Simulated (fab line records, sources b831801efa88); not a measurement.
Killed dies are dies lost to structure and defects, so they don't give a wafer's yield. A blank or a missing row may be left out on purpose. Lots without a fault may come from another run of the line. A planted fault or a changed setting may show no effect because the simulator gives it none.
Chamber matching | flow sky130 | SKY_CONTACT_CVD_00 on pecvd-04: 3 sister chambers
The step deposits Si3N4, target thk 75 nm. 3 wafers are shown with their chamber, then 7 later ones without.

WAFERS WITH THEIR CHAMBER
wafer  | chamber | heater_power_w (W)
L382.6 | 0       | 654
L393.5 | 1       | 647
L394.4 | 2       | 639

WAFERS WITHOUT THEIR CHAMBER
wafer  | heater_power_w (W)
L394.6 | 550
L398.1 | 677
L398.3 | 637
L398.5 | 665
L400.1 | 643
L400.5 | 637
L400.6 | 635

WHICH CHAMBER EACH WENT THROUGH
wafer  | from the rows above          | in truth
L394.6 | can't be placed: 2 or 1 or 0 | 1
L398.1 | can't be placed: 0 or 1 or 2 | 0
L398.3 | can't be placed: 2 or 1 or 0 | 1
L398.5 | can't be placed: 0 or 1 or 2 | 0
L400.1 | can't be placed: 1 or 2 or 0 | 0
L400.5 | can't be placed: 2 or 1 or 0 | 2
L400.6 | can't be placed: 2 or 1 or 0 | 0
Placed correctly: 0 of 7. Can't be placed from these rows: 7 (the true chamber is among the candidates in 7). Placed wrongly: 0.
How it was worked out, from the rows above alone: a wafer's distance from a chamber is the root of the sum, over the readings, of the square of ((its reading less the chamber's mean) divided by the reading's scatter). The wafer belongs to the nearest chamber; if the next one is less than 2 further off, it can't be placed. A chamber's mean is the mean of its shown wafers. The scatter: with one shown wafer a chamber, the root of the mean of the squares of how far each hidden wafer lies from its nearest shown one.
